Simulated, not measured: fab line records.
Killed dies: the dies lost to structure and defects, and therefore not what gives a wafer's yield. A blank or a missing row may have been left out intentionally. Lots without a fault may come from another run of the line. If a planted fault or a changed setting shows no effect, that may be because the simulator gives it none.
Check of tool commonality / flow gf180mcu / Sampled: 13 lots, 42 wafers

WHAT PROMPTED THE OPENING
Flagged at GF_STI_CD_MEAS_12: reading cd nm, on 1 of 13 lots. No-fault wafers: 220.3 nm, standard deviation 1.3.
Rule: a lot gets a flag if all its wafers with a number sit over 4 standard deviations from that mean, or if no wafer of it has a number. The other lots count as sound.

lot=L687; measured=day 2 01:28; on=cd sem-02; cd nm (nm), wafer by wafer=220.4 219.9 219.9; flag=
lot=L690; measured=day 3 01:10; on=cd sem-01; cd nm (nm), wafer by wafer=219.4 220.2 220.1; flag=
lot=L691; measured=day 3 01:31; on=cd sem-01; cd nm (nm), wafer by wafer=220.4 219.7 219.3; flag=
lot=L692; measured=day 3 04:26; on=cd sem-01; cd nm (nm), wafer by wafer=222.7 221.1 222.1; flag=
lot=L693; measured=day 3 07:32; on=cd sem-02; cd nm (nm), wafer by wafer=220.5 219.3 220.4; flag=
lot=L694; measured=day 3 13:19; on=cd sem-02; cd nm (nm), wafer by wafer=222.6 221.6 221.5; flag=
lot=L695; measured=day 3 20:23; on=cd sem-02; cd nm (nm), wafer by wafer=219.9 219.1 219.3; flag=
lot=L696; measured=day 3 23:53; on=cd sem-01; cd nm (nm), wafer by wafer=219.0 219.4 218.7; flag=
lot=L704; measured=day 5 16:56; on=cd sem-02; cd nm (nm), wafer by wafer=234.5 233.8 234.9 234.5 233.8 234.7; flag=FLAGGED
lot=L705; measured=day 5 21:54; on=cd sem-01; cd nm (nm), wafer by wafer=218.9 220.2 219.1; flag=
lot=L708; measured=day 6 14:47; on=cd sem-02; cd nm (nm), wafer by wafer=220.0 220.4 222.0; flag=
lot=L709; measured=day 6 20:52; on=cd sem-01; cd nm (nm), wafer by wafer=219.9 217.8 219.8; flag=
lot=L710; measured=day 7 00:37; on=cd sem-02; cd nm (nm), wafer by wafer=221.6 221.9 222.0; flag=
On average the flagged lots' numbers are 234.4 nm, which is +14.1 nm against the usual, or +11 standard deviations.

TOOL THAT RAN EACH LOT
The record keeps 1 process step preceding the reading, out of 602 steps on the route. Each cell gives the tool, then ch followed by the chambers the sampled wafers passed through, then the start.
lot=L687; flag=; GF_STI_EXPOSE_09=krf scanner-01 ch 0, day 1 19:55
lot=L690; flag=; GF_STI_EXPOSE_09=krf scanner-02 ch 0, day 2 19:31
lot=L691; flag=; GF_STI_EXPOSE_09=krf scanner-01 ch 0, day 2 19:56
lot=L692; flag=; GF_STI_EXPOSE_09=krf scanner-02 ch 0, day 2 22:13
lot=L693; flag=; GF_STI_EXPOSE_09=krf scanner-02 ch 0, day 3 01:35
lot=L694; flag=; GF_STI_EXPOSE_09=krf scanner-01 ch 0, day 3 07:25
lot=L695; flag=; GF_STI_EXPOSE_09=krf scanner-02 ch 0, day 3 13:28
lot=L696; flag=; GF_STI_EXPOSE_09=krf scanner-01 ch 0, day 3 17:13
lot=L704; flag=FLAGGED; GF_STI_EXPOSE_09=krf scanner-01 ch 0, day 5 10:04
lot=L705; flag=; GF_STI_EXPOSE_09=krf scanner-01 ch 0, day 5 15:14
lot=L708; flag=; GF_STI_EXPOSE_09=krf scanner-02 ch 0, day 6 07:20
lot=L709; flag=; GF_STI_EXPOSE_09=krf scanner-01 ch 0, day 6 13:26
lot=L710; flag=; GF_STI_EXPOSE_09=krf scanner-01 ch 0, day 6 17:13
What the steps here do:
- GF_STI_EXPOSE_09: exposes mask COMP, target cd 220 nm.
- GF_STI_CD_MEAS_12: target cd 220 nm.

FLAGGED OVER TOTAL, TOOL BY TOOL (the gauges that took the reading come last)
step=GF_STI_EXPOSE_09; tool=krf scanner-01; lots run=8; flagged=1; share of the flagged lots=all; sound lots run after its first flagged lot=3 (L705,L709,L710)
step=GF_STI_EXPOSE_09; tool=krf scanner-02; lots run=5; flagged=0; share of the flagged lots=none; sound lots run after its first flagged lot=-
step=GF_STI_CD_MEAS_12; tool=cd sem-01; lots run=6; flagged=0; share of the flagged lots=none; sound lots run after its first flagged lot=-
step=GF_STI_CD_MEAS_12; tool=cd sem-02; lots run=7; flagged=1; share of the flagged lots=all; sound lots run after its first flagged lot=2 (L708,L710)

WHAT IS ALLOWED BY THE TABLE
Every flagged lot went through 2 rows of the table: krf scanner-01 at GF_STI_EXPOSE_09 and cd sem-02 at GF_STI_CD_MEAS_12.
- krf scanner-01 at GF_STI_EXPOSE_09 ran 8 lots, 1 of them flagged. Sound lots ran on it after the first flagged one (L705, L709, L710), which a lasting fault on the whole tool wouldn't allow.
- cd sem-02 at GF_STI_CD_MEAS_12 ran 7 lots, 1 of them flagged. Sound lots ran on it after the first flagged one (L708, L710), which a lasting fault on the whole tool wouldn't allow.
Not one row of the table ran every flagged lot while running no sound lot after the first.

WHAT THE SIMULATOR HAD PUT IN
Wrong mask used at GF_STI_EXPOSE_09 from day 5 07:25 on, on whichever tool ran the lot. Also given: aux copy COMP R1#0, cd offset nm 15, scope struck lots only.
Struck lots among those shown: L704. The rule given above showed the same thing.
